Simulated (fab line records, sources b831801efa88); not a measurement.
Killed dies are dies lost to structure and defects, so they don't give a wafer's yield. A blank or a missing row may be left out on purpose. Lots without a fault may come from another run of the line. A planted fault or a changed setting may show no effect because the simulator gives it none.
Which tool did it? | flow sky130 | 6 lots, 17 wafers sampled, at 3 steps of a route of 708

WHAT THE GAUGES READ, wafer by wafer
SKY_VIA3_THK_MEAS_23: measures by xrf.
lot  | measured     | on            | VIA3_W_THK (nm)
L192 | day 40 10:50 | film_metro-03 | 387 379 386
L195 | day 41 14:44 | film_metro-03 | 377 380 384
L198 | day 42 14:51 | film_metro-03 | 388 391 384
L199 | day 43 02:25 | film_metro-03 | 383 384 385
L202 | day 43 12:08 | film_metro-03 | 384 378
L208 | day 44 22:07 | film_metro-03 | 376 386 381

WHICH TOOL RAN EACH LOT (tool, then ch and the chambers of the sampled wafers, then the start)
lot  | SKY_METAL2_SPUTTER_01        | SKY_VIA3_SPUTTER_20
L192 | pvd_sputter-01, day 34 18:37 | pvd_sputter-01, day 40 10:30
L195 | pvd_sputter-02, day 36 00:42 | pvd_sputter-02, day 41 14:26
L198 | pvd_sputter-02, day 37 04:20 | pvd_sputter-02, day 42 14:33
L199 | pvd_sputter-02, day 37 18:03 | pvd_sputter-01, day 43 02:05
L202 | pvd_sputter-02, day 38 03:09 | pvd_sputter-03, day 43 11:48
L208 | pvd_sputter-03, day 39 16:36 | pvd_sputter-03, day 44 21:48
- SKY_METAL2_SPUTTER_01: material TiN, target thk 20 nm, time 16.7 s.
- SKY_VIA3_SPUTTER_20: material TiN, target thk 20 nm, time 80 s.

THE ANSWER, worked out from the rows above alone
Rule: what is usual is taken from the lots themselves. Put in order of their means at a reading, lots are off if they are a third of the lots or fewer, leave a main group of 4 or more, and stand apart from it by a gap of 3 or more times the standard deviation of the main group's means; of several such gaps the widest counts. A main group whose means are all the same, to the digits that the tables above print for the reading, isn't used. A lot without any number at a reading at which 4 lots or more have one is off too. The other lots that the step has rows for count as sound.
No lot is off at any reading shown: from this, nothing can be told.

WHAT THE SIMULATOR HAD PUT IN
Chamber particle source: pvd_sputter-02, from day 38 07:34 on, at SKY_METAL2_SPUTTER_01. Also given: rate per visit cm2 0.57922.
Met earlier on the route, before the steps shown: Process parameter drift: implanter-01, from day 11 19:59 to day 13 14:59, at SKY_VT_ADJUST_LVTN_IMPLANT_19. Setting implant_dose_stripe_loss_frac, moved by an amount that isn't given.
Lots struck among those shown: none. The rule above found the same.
